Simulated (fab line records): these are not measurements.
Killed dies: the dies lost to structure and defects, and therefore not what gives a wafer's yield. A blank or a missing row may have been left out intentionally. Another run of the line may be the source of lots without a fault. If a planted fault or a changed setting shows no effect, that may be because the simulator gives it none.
Comparing a struck lot with a sound one -- flow sfq line -- 42 steps out of a route of 325
Sound: these wafers, L774.2, L774.5, L774.6. Struck: wafer L781.4. (L781.3, L781.5 of the same lot were not struck and are left out.) The cause comes at the end.
Order at every step that has rows: each side's tool, ch and its chambers, its first start. Under that, the readings that differ: sound wafers -- struck wafers -- difference of the means -- sigmas: that difference in standard deviations of wafers without a fault.
alike: words and numbers the same on both sides, and readings whose means are apart by under 2 such deviations; not compared: readings that were withheld, readings missing a value for some wafer, numbers with overlapping values and no deviation given by the record, and bounds like >300 which may hide the same value.
Wherever a step has rows on one side only, a row that says differs or no value, or a row with sigmas, the two part there. Non-overlapping numbers with no deviation appear without sigmas and do not part them. A reading missing from all wafers of one side parts the sides only when that side holds two or more wafers.

SFQ_M1_OVL_MEAS_911:
  sound on overlay-01 at day 14 08:19; struck on overlay-01 at day 16 05:55
  alike: M1_OVL
then, 2 steps without rows for these wafers: SFQ_TRILAYER_M1_BARC_OPEN_METAL_ETCH_054 (etches BARC in O2, target depth 125 nm, time 41.7 s); SFQ_TRILAYER_M1_ETCH_METAL_ETCH_042 (etches Nb in Cl2/Ar, stops on SiO2, target depth 240 nm, time 120 s).
SFQ_TRILAYER_M1_STRIP_STRIP_043: strips in O2.
  sound on rie metal-01 ch 0,1, day 14 08:31; struck on rie metal-04 ch 1, day 16 06:19
  alike: drypump motor current A, oes product au
  not compared: rf hours counter h
then, 2 steps without rows for these wafers: SFQ_TRILAYER_M1_STRIP_SOLV_CLEAN_044 (cleans in NMP, time 600 s); SFQ_TRILAYER_I1_DEP_PECVD_045 (deposits SiO2 from SiH4/N2O, time 111.11 s, target thk 500 nm).
SFQ_TRILAYER_I1_CMP_CMP_046: polishes SiO2.
  sound on cmp-01 ch 0,1,3, day 14 11:28; struck on cmp-02 ch 3, day 16 08:52
  alike: motor current A, slurry filter dp kPa, time to endpoint s
SFQ_I1_BOW_MEAS_912:
  sound on film metro-02 at day 14 12:59; struck on film metro-02 at day 16 11:55
  alike: I1_BOW
then, 4 steps without rows for these wafers: SFQ_TRILAYER_I1_METRO_MEASURE_047; SFQ_TRILAYER_I1_VIA_LITHO_COAT_054 (resist thk 62 nm); SFQ_TRILAYER_I1_VIA_LITHO_COAT_049 (resist thk 650 nm); SFQ_TRILAYER_I1_VIA_LITHO_SOFTBAKE_053.
-- the record jumps here: 5 days lie between the struck wafers' starts before and after --
SFQ_TRILAYER_I1_VIA_LITHO_EXPOSE_050: exposes mask I1, target cd 500 nm.
  sound on krf scanner-02 ch 0, day 19 01:38; struck on krf scanner-02 ch 0, day 21 07:50
  alike: mask, exposure dose mJ cm2
then, 2 steps without rows for these wafers: SFQ_TRILAYER_I1_VIA_LITHO_PEB_052 (peb time 60 s); SFQ_TRILAYER_I1_VIA_LITHO_DEVELOP_051 (time 60 s).
SFQ_I1_OVL_MEAS_913:
  sound on overlay-02 at day 19 02:56; struck on overlay-02 at day 21 08:57
  alike: I1_OVL
SFQ_TRILAYER_I1_VIA_BARC_OPEN_VIA_ETCH_071: etches BARC in O2, target depth 125 nm, time 41.7 s.
  sound on rie diel-01 ch 0,1, day 19 02:58; struck on rie diel-01 ch 2, day 21 08:58
reading,sound,struck,difference,sigmas
oes product au (a.u.),0.684 0.681 0.689,0.671,-0.014,-3
model.I1.cd nm (nm),499.4 498.9 499.9,556.1,+56.7,
  alike: drypump motor current A
  not compared: rf hours counter h
SFQ_TRILAYER_I1_VIA_ETCH_VIA_ETCH_052: etches SiO2 in CHF3, stops on Nb, target depth 260 nm.
  sound on rie diel-01 ch 0,1, day 19 03:01; struck on rie diel-01 ch 2, day 21 09:01
reading,sound,struck,difference,sigmas
model.I1.cd nm (nm),502.2 499.5 502.4,559.4,+58.0,
  alike: drypump motor current A, oes product au
then, 4 steps without rows for these wafers: SFQ_TRILAYER_I1_VIA_STRIP_STRIP_053 (strips in O2); SFQ_TRILAYER_I1_VIA_STRIP_SOLV_CLEAN_054 (cleans in NMP, time 600 s); SFQ_TRILAYER_M2_DEP_PRE_CLEAN_056 (time 22.5 s); SFQ_TRILAYER_M2_DEP_SPUTTER_055 (material Nb, target thk 200 nm, time 133.3 s).
SFQ_M2_RS_MEAS_914: measures by four-point-probe.
  sound on film metro-03 at day 19 04:02; struck on film metro-03 at day 21 10:04
  alike: M2_NB_RS
then, 6 steps without rows for these wafers: SFQ_TRILAYER_M2_LITHO_COAT_062 (resist thk 62 nm); SFQ_TRILAYER_M2_LITHO_COAT_057 (resist thk 600 nm); SFQ_TRILAYER_M2_LITHO_SOFTBAKE_061; SFQ_TRILAYER_M2_LITHO_EXPOSE_058 (exposes mask M2, target cd 500 nm); SFQ_TRILAYER_M2_LITHO_PEB_060 (peb time 60 s); SFQ_TRILAYER_M2_LITHO_DEVELOP_059 (time 60 s).
-- the record jumps here: 6 days lie between the struck wafers' starts before and after --
SFQ_M2_OVL_MEAS_916:
  sound on overlay-02 at day 24 15:30; struck on overlay-02 at day 27 15:29
  alike: M2_OVL
SFQ_TRILAYER_M2_BARC_OPEN_METAL_ETCH_077: etches BARC in O2, target depth 125 nm, time 41.7 s.
  sound on rie metal-03 ch 0,1, day 24 15:32; struck on rie metal-01 ch 1, day 27 15:31
  alike: drypump motor current A, oes product au
  not compared: rf hours counter h
SFQ_TRILAYER_M2_ETCH_METAL_ETCH_060: etches Nb in Cl2/Ar, stops on SiO2, target depth 240 nm, time 120 s.
  sound on rie metal-03 ch 0,1, day 24 15:35; struck on rie metal-01 ch 1, day 27 15:36
  alike: drypump motor current A, oes product au
  not compared: rf hours counter h
then, 4 steps without rows for these wafers: SFQ_TRILAYER_M2_STRIP_STRIP_061 (strips in O2); SFQ_TRILAYER_M2_STRIP_SOLV_CLEAN_062 (cleans in NMP, time 600 s); SFQ_TRILAYER_I2_DEP_PECVD_063 (deposits SiO2 from SiH4/N2O, time 111.11 s, target thk 500 nm); SFQ_TRILAYER_I2_CMP_CMP_064 (polishes SiO2).
SFQ_I2_BOW_MEAS_917:
  sound on film metro-01 at day 25 06:28; struck on film metro-04 at day 28 12:50
  alike: I2_BOW
SFQ_TRILAYER_I2_METRO_MEASURE_065:
  sound on film metro-01 at day 25 06:46; struck on film metro-04 at day 28 13:19
  alike: thk nm
then, 3 steps without rows for these wafers: SFQ_TRILAYER_I2_VIA_LITHO_COAT_072 (resist thk 62 nm); SFQ_TRILAYER_I2_VIA_LITHO_COAT_067 (resist thk 650 nm); SFQ_TRILAYER_I2_VIA_LITHO_SOFTBAKE_071.
-- the record jumps here: 59 days lie between the struck wafers' starts before and after --
SFQ_M8_BOW_MEAS_951:
  sound on film metro-04 at day 86 11:40; struck on film metro-03 at day 87 14:22
reading,sound,struck,difference,sigmas
model.etest.i1.link ohm,1.94 1.936 1.929,1.909,-0.026,
  alike: M8_BOW

== WHERE THEY PART ==
Only at SFQ_TRILAYER_I1_VIA_BARC_OPEN_VIA_ETCH_071, as far as this record shows. Later steps at which nothing parts them and some readings are alike: SFQ_TRILAYER_I1_VIA_ETCH_VIA_ETCH_052, SFQ_M2_RS_MEAS_914, SFQ_M2_OVL_MEAS_916, SFQ_TRILAYER_M2_BARC_OPEN_METAL_ETCH_077, SFQ_TRILAYER_M2_ETCH_METAL_ETCH_060, SFQ_I2_BOW_MEAS_917, SFQ_TRILAYER_I2_METRO_MEASURE_065, SFQ_M8_BOW_MEAS_951.

WHY: whatever the simulator had introduced
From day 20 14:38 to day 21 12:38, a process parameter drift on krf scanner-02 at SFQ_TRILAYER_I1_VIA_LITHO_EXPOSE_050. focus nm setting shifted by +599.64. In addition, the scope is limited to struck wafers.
